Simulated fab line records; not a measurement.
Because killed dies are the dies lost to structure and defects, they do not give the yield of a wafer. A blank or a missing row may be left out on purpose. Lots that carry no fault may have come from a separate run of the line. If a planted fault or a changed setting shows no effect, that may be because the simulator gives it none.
Problem report, 8D (eight disciplines) form, completed by code / flow sky130 / the parts of the form that need people (team, actions taken, sign-off) are left out

## 1. WHAT IS WRONG
FIELD_ISO_CVD_03_THK at SKY_FIELD_ISO_THK_MEAS_04 reads a mean of 174.6 nm on 6 wafers of 2 lots; wafers without a fault read 164.4 nm with a standard deviation of 1.3. Relative to the usual mean, that is a shift of +7.9 standard deviations.
The first sign was on wafer L230.2 at day 3 22:14, on film metro-03. At this step, 15 wafers from 5 lots have a number in the record. Rule for "out", or "out of limits": more than 4 standard deviations from the usual mean. All remaining wafers that have a number are taken as sound.

## 2. WHAT IT IS, WHAT IT ISN'T
question=which readings at this step; is=FIELD_ISO_CVD_03_THK; is not=-
question=which lots; is=L230, L231; is not=L219, L224, L227
question=which wafers of those lots; is=all that have a number; is not=-
question=read on which gauges; is=film metro-01, film metro-03; is not=-
question=when; is=from day 3 22:14; is not=up to then (9 sound wafers)

## 3. SUSPECTS, AND WHAT RULES EACH OUT
Counting: a tool at a process step up to the reading stays a suspect if it ran every lot that is out and no sound lot after the first of them.
- ruled out: the gauge at SKY_FIELD_ISO_THK_MEAS_04. Those wafers that are out were read across 2 gauges (film metro-01, film metro-03).
- lpcvd-02 at SKY_FIELD_ISO_CVD_03 (deposits Si3N4 from DCS/NH3, target thk 165 nm, time 2830 s): kept. All lots that are out passed through it, beginning with L230 at day 3 20:26, and no sound lot followed; its final sound lot before that point was L227 at day 3 04:56. Out on those wafers are its own readings of pressure mtorr.
Left after counting: lpcvd-02 at SKY_FIELD_ISO_CVD_03.

## 4. THE CAUSE (what the simulator had put in)
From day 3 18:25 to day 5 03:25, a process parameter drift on lpcvd-02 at SKY_FIELD_ISO_CVD_03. Setting pressure mtorr shifted by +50 from 250. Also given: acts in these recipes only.
After counting, this tool was the only one left.

## 5. THE EFFECT CHAIN, in route order
Rows list readings where the struck wafers' mean (over those with a number) sits beyond 3 standard deviations from the usual. Scope: only readings with a usual standard deviation given in the record; hours: median across lots of the time from each lot's start at the first step in this table that gives one to its start at this step; sigmas: change in usual standard deviations.
hours=0; step=SKY_FIELD_ISO_CVD_03; reading=pressure mtorr; usual=250.0 mTorr; on struck wafers=299.6; change=+49.6; sigmas=+99 or more
hours=2; step=SKY_FIELD_ISO_THK_MEAS_04; reading=FIELD_ISO_CVD_03_THK; usual=164.4 nm; on struck wafers=174.6; change=+10.2; sigmas=+7.9
hours=19; step=SKY_FIELD_ISO_ETCH_15; reading=oes product au; usual=0.944 a.u.; on struck wafers=0.976; change=+0.032; sigmas=+4.7
The process steps in it:
- SKY_FIELD_ISO_CVD_03: deposits Si3N4 from DCS/NH3, target thk 165 nm, time 2830 s.
- SKY_FIELD_ISO_ETCH_15: etches the open film in CHF3/O2, stops on Si, target depth 180 nm, time 72 s.
Later steps that measure or inspect, where all struck wafers having a row at the step show a number for every such reading and not one has moved that far: SKY_FIELD_ISO_CD_MEAS_13, SKY_FIELD_ISO_THK_MEAS_23, SKY_FIELD_ISO_THK_MEAS_25.

## 6. WHAT WOULD HAVE CAUGHT IT SOONER
The first out-of-limits reading at a measuring or inspecting step in this record came at day 3 22:14, 4 hours after the fault's start at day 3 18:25.
Tool's own readings at SKY_FIELD_ISO_CVD_03, pressure mtorr: out on all struck wafers the step has rows for; an alarm limit on them would have tripped on the first.
Lots out: 2; of these, L231 started SKY_FIELD_ISO_CVD_03 on lpcvd-02 after day 3 22:14. Putting the tool on hold at that point would have spared it.
